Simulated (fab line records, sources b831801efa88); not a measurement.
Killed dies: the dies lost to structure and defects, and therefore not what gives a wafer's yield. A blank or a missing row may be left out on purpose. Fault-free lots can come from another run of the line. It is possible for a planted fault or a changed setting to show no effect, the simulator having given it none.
Which tool is to blame? / flow gf180mcu / at 1 step of a route of 602, 14 lots with 42 wafers sampled

== WHAT THE GAUGES READ, wafer by wafer ==
The record lacks any reading of a measuring or inspecting step that a usual standard deviation could be used to judge.

== WHICH TOOL RAN EACH LOT (tool, then ch and the chambers of the sampled wafers, then the start) ==
lot=L469; GF_M2_SPUTTER_00=pvdSputter-02, day 18 04:37
lot=L470; GF_M2_SPUTTER_00=pvdSputter-02, day 19 05:37
lot=L472; GF_M2_SPUTTER_00=pvdSputter-04, day 19 12:43
lot=L473; GF_M2_SPUTTER_00=pvdSputter-04, day 20 01:16
lot=L474; GF_M2_SPUTTER_00=pvdSputter-01, day 20 05:16
lot=L475; GF_M2_SPUTTER_00=pvdSputter-01, day 20 23:43
lot=L482; GF_M2_SPUTTER_00=pvdSputter-02, day 23 06:19
lot=L484; GF_M2_SPUTTER_00=pvdSputter-02, day 24 00:25
lot=L485; GF_M2_SPUTTER_00=pvdSputter-02, day 24 07:16
lot=L487; GF_M2_SPUTTER_00=pvdSputter-01, day 24 18:54
lot=L488; GF_M2_SPUTTER_00=pvdSputter-01, day 25 00:19
lot=L490; GF_M2_SPUTTER_00=pvdSputter-04, day 25 16:45
lot=L491; GF_M2_SPUTTER_00=pvdSputter-04, day 25 23:58
lot=L492; GF_M2_SPUTTER_00=pvdSputter-01, day 26 10:40
- GF_M2_SPUTTER_00: material Ti, target thk 37.5 nm, time 150 s.

== AS READ BY THE TOOLS THEMSELVES (means over the sampled wafers that have a number; for cases with no such wafer, the mark the record gives instead) ==
GF_M2_SPUTTER_00.
lot=L469; tool=pvdSputter-02; cathodeDcPowerW (W)=3999.9; substrateTempC (C)=200.01; throttleValvePct (%)=29.7
lot=L470; tool=pvdSputter-02; cathodeDcPowerW (W)=4000.7; substrateTempC (C)=199.79; throttleValvePct (%)=29.9
lot=L472; tool=pvdSputter-04; cathodeDcPowerW (W)=3999.8; substrateTempC (C)=199.99; throttleValvePct (%)=29.5
lot=L473; tool=pvdSputter-04; cathodeDcPowerW (W)=3999.7; substrateTempC (C)=199.95; throttleValvePct (%)=30.0
lot=L474; tool=pvdSputter-01; cathodeDcPowerW (W)=4000.6; substrateTempC (C)=200.01; throttleValvePct (%)=31.1
lot=L475; tool=pvdSputter-01; cathodeDcPowerW (W)=4000.8; substrateTempC (C)=200.06; throttleValvePct (%)=30.6
lot=L482; tool=pvdSputter-02; cathodeDcPowerW (W)=3999.7; substrateTempC (C)=200.04; throttleValvePct (%)=29.5
lot=L484; tool=pvdSputter-02; cathodeDcPowerW (W)=4436.5; substrateTempC (C)=200.04; throttleValvePct (%)=29.7
lot=L485; tool=pvdSputter-02; cathodeDcPowerW (W)=4436.2; substrateTempC (C)=200.10; throttleValvePct (%)=30.0
lot=L487; tool=pvdSputter-01; cathodeDcPowerW (W)=4000.3; substrateTempC (C)=199.86; throttleValvePct (%)=31.3
lot=L488; tool=pvdSputter-01; cathodeDcPowerW (W)=3999.8; substrateTempC (C)=199.85; throttleValvePct (%)=30.5
lot=L490; tool=pvdSputter-04; cathodeDcPowerW (W)=3999.5; substrateTempC (C)=199.89; throttleValvePct (%)=30.1
lot=L491; tool=pvdSputter-04; cathodeDcPowerW (W)=3999.2; substrateTempC (C)=199.92; throttleValvePct (%)=30.0
lot=L492; tool=pvdSputter-01; cathodeDcPowerW (W)=4000.1; substrateTempC (C)=200.12; throttleValvePct (%)=30.3

== THE ANSWER, worked out from the rows above alone ==
Rule: usual is defined by the lots themselves. Put in order of their means at a reading, lots are off if they are a third of the lots or fewer, leave a main group of 4 or more, and stand apart from it by a gap of 3 or more times the standard deviation of the main group's means; of several such gaps the widest counts. A main group is skipped when, at the precision printed for the reading in the tables above, its means are all equal. Also off: a lot with no number at a reading for which 4 or more lots have one. Where the step has rows for the other lots, those lots are counted as sound. First the gauges in route order, then the tools' own readings, where a lot's mean is used as printed above. The first step at which some lot is off is used, and at that step the reading that is off furthest; a lot without a number counts as furthest.
Off: L484, L485, at GF_M2_SPUTTER_00 (cathodeDcPowerW). For the main group the mean is 4000.0 W and the standard deviation 0.48.
A tool fits if, at that step or a process step before it, it ran every lot that is off, and no sound lot after the first of them. One candidate fits, namely pvdSputter-02 at GF_M2_SPUTTER_00. A fault onset in the window from L482 (day 23 06:19, its last sound lot) to L484 (day 24 00:25, its first lot off) fits.
On the lots that are off, the tool's own readings at GF_M2_SPUTTER_00 differ by more than 5 times the standard deviation of the sound lots' means, which bears it out; cathodeDcPowerW reads 4436.4 W there versus 4000.0 W on the sound lots.

== WHAT HAD BEEN PUT IN BY THE SIMULATOR ==
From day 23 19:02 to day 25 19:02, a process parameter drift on pvdSputter-02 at GF_M2_SPUTTER_00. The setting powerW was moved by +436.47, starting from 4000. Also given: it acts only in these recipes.
Shown lots that were struck: L484, L485. The rule above reached the same finding.
